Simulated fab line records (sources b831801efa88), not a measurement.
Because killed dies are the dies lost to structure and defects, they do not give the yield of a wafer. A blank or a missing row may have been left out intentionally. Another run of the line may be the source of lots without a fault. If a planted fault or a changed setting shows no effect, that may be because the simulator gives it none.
Which of the tools did it? | flow sky130 | 6 lots with 18 wafers sampled at 3 steps, on a route of 708 steps

## WHAT THE GAUGES READ, wafer by wafer
SKY_LDD_HVP_OVL_MEAS_07.
lot  | measured     | on         | LDD_HVP_OVL (nm)
L401 | day 22 04:44 | overlay-02 | -1.9 1.4 -3.2
L404 | day 23 02:20 | overlay-02 | 0.9 -1.0 -1.6
L410 | day 25 15:19 | overlay-01 | - - -
L417 | day 28 07:31 | overlay-02 | 0.7 0.7 1.3
L420 | day 29 09:13 | overlay-02 | 0.7 0.0 2.2
L422 | day 29 14:11 | overlay-01 | 0.1 1.9 -0.1

## WHAT TOOL EACH LOT RAN ON (gives the tool, then ch and the chambers of the sampled wafers, and finally the start)
lot  | SKY_VT_ADJUST_LVTN_STRIP_09          | SKY_LDD_HVP_COAT_02
L401 | plasma-asher-03 ch 0,1, day 7 09:56  | litho-track-03 ch 0, day 21 14:23
L404 | plasma-asher-03 ch 0,1, day 8 03:07  | litho-track-04 ch 0, day 22 10:11
L410 | plasma-asher-03 ch 0,1, day 9 18:46  | litho-track-02, day 25 00:34
L417 | plasma-asher-03 ch 0,1, day 11 21:58 | litho-track-03 ch 0, day 27 17:20
L420 | plasma-asher-04 ch 0,1, day 12 22:48 | litho-track-02 ch 0, day 28 19:43
L422 | plasma-asher-04 ch 0,1, day 13 04:40 | litho-track-04 ch 0, day 29 00:47
- SKY_VT_ADJUST_LVTN_STRIP_09: strips in O2/N2.
- SKY_LDD_HVP_COAT_02: resist thk 300 nm.

## THE ANSWER, worked out from the rows above alone
Rule: the usual values come from the lots themselves. The widest of any qualifying gaps counts: lots, ordered by their means at a reading, are off when they make up no more than a third of the lots, leave a main group of 4 or more, and stand apart from it by 3 or more times the standard deviation of that group's means. Not used: any main group whose means are identical at the precision the tables above print for the reading. A lot without any number at a reading at which 4 lots or more have one is off too. Where the step has rows for the other lots, those lots are counted as sound.
Off: at SKY_LDD_HVP_OVL_MEAS_07 (LDD_HVP_OVL), L410. Without a number there: L410. For the main group the mean is 0.1 nm and the standard deviation 0.88.
If a tool, at a process step before that reading, ran all the lots that are off and no sound lot after the first of them, it fits. Those tools and the gauges at SKY_LDD_HVP_OVL_MEAS_07 are tried in the same way. Not one of the candidates tried fits.

## WHAT HAD BEEN PUT IN BY THE SIMULATOR
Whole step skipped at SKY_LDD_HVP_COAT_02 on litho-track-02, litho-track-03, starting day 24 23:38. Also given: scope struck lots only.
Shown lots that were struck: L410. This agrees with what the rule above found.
